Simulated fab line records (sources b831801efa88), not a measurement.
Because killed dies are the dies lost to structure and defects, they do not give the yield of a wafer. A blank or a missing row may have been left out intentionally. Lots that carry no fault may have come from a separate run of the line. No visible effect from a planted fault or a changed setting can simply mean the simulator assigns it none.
The same fault as seen by 2 desks ; flow sfq_line ; each desk holds nothing but its own numbers, with what lay behind them at the end

FROM THE METROLOGY DESK
Lot by lot, what the gauges showed, no matter which tool ran the lot: averages of those sampled wafers that carry a number. If a lot's mean is further than 4 standard deviations from the usual mean, the lot is out of limits and carries the mark OUT (the distance appears in the brackets).
Columns: A = M3_NB_RS at SFQ_M3_RS_MEAS_919, usual 0.888 ohm/sq; B = M3_OVL at SFQ_M3_OVL_MEAS_921, usual 2 nm; C = I3_BOW at SFQ_I3_BOW_MEAS_922, usual 4 um; D = I3_OVL at SFQ_I3_OVL_MEAS_923, usual 1 nm; E = M4_NB_RS at SFQ_M4_RS_MEAS_924, usual 0.895 ohm/sq; F = M4_OVL at SFQ_M4_OVL_MEAS_926, usual -6 nm; G = M8_BOW at SFQ_M8_BOW_MEAS_951, usual 10 um
lot;first seen here;A;B;C;D;E;F;G
L222;day 39 16:19;0.886;9;-10;0;0.904;9;-6
L226;day 41 03:00;0.886;-0;-2;4;0.901;-9;-4
L227;day 41 12:29;0.890;10;-8;1;0.906;-10;14
L229;day 42 10:04;0.875;-4;10;10;0.897;-11;8
L235;day 46 08:53;0.881;2;5;1;0.890;-3;8
L236;day 46 13:04;0.899;2;7;-2;0.895;2;2
L238;day 46 16:41;0.878;-4;5;1;0.898;-1;10
This desk's verdict: no lot among the 7 shows anything out of limits.

THE TOOL OWNER'S DESK: rie_metal-02
The tool's own readings at SFQ_TRILAYER_M3_ETCH_METAL_ETCH_078 (etches Nb in Cl2/Ar, stops on SiO2, target depth 240 nm, time 120 s): means of the sampled wafers that have a number, for each lot that ran on this tool. If a lot's mean is further than 4 standard deviations from the usual mean, the lot is out of limits and carries the mark OUT (the distance appears in the brackets).
Columns: A = drypump_motor_current_A at SFQ_TRILAYER_M3_ETCH_METAL_ETCH_078, usual 5.58 A; B = he_backside_leak_sccm at SFQ_TRILAYER_M3_ETCH_METAL_ETCH_078, usual 3.43 sccm; C = oes_product_au at SFQ_TRILAYER_M3_ETCH_METAL_ETCH_078, usual 0.895 a.u.; D = run_length_s at SFQ_TRILAYER_M3_ETCH_METAL_ETCH_078, usual 148.5 s
lot;first seen here;A;B;C;D
L226;day 41 05:31;5.77;3.47;0.940 (+5.7) OUT;134.2 (-34) OUT
L227;day 41 15:07;5.76;3.35;1.005 (+14) OUT;119.8 (-68) OUT
L229;day 42 12:38;5.63;3.79;0.930 (+4.4) OUT;139.1 (-22) OUT
L236;day 52 06:46;5.80;3.20;0.887;148.6
This desk's finding: out of limits on L226, L227, L229; first on L226, day 41 05:31 (oes_product_au at SFQ_TRILAYER_M3_ETCH_METAL_ETCH_078). L236: within limits.

BROUGHT TOGETHER
The tool owner's desk could have raised an alarm at day 41 05:31, on L226, L227, L229.
At the metrology desk, nothing out of limits was observed.
The metrology desk holds a record of L226, L227, L229, inside its limits.
Of the lots named, all ran SFQ_TRILAYER_M3_ETCH_METAL_ETCH_078 on rie_metal-02.

WHAT HAD BEEN PUT IN BY THE SIMULATOR
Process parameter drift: rie_metal-02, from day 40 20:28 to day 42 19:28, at SFQ_TRILAYER_M3_ETCH_METAL_ETCH_078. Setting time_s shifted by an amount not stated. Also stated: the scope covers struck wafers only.
Struck lots among those shown: L226, L227, L229.
Each desk's first reading out of limits, in hours after the fault started: the tool owner's desk, 9.
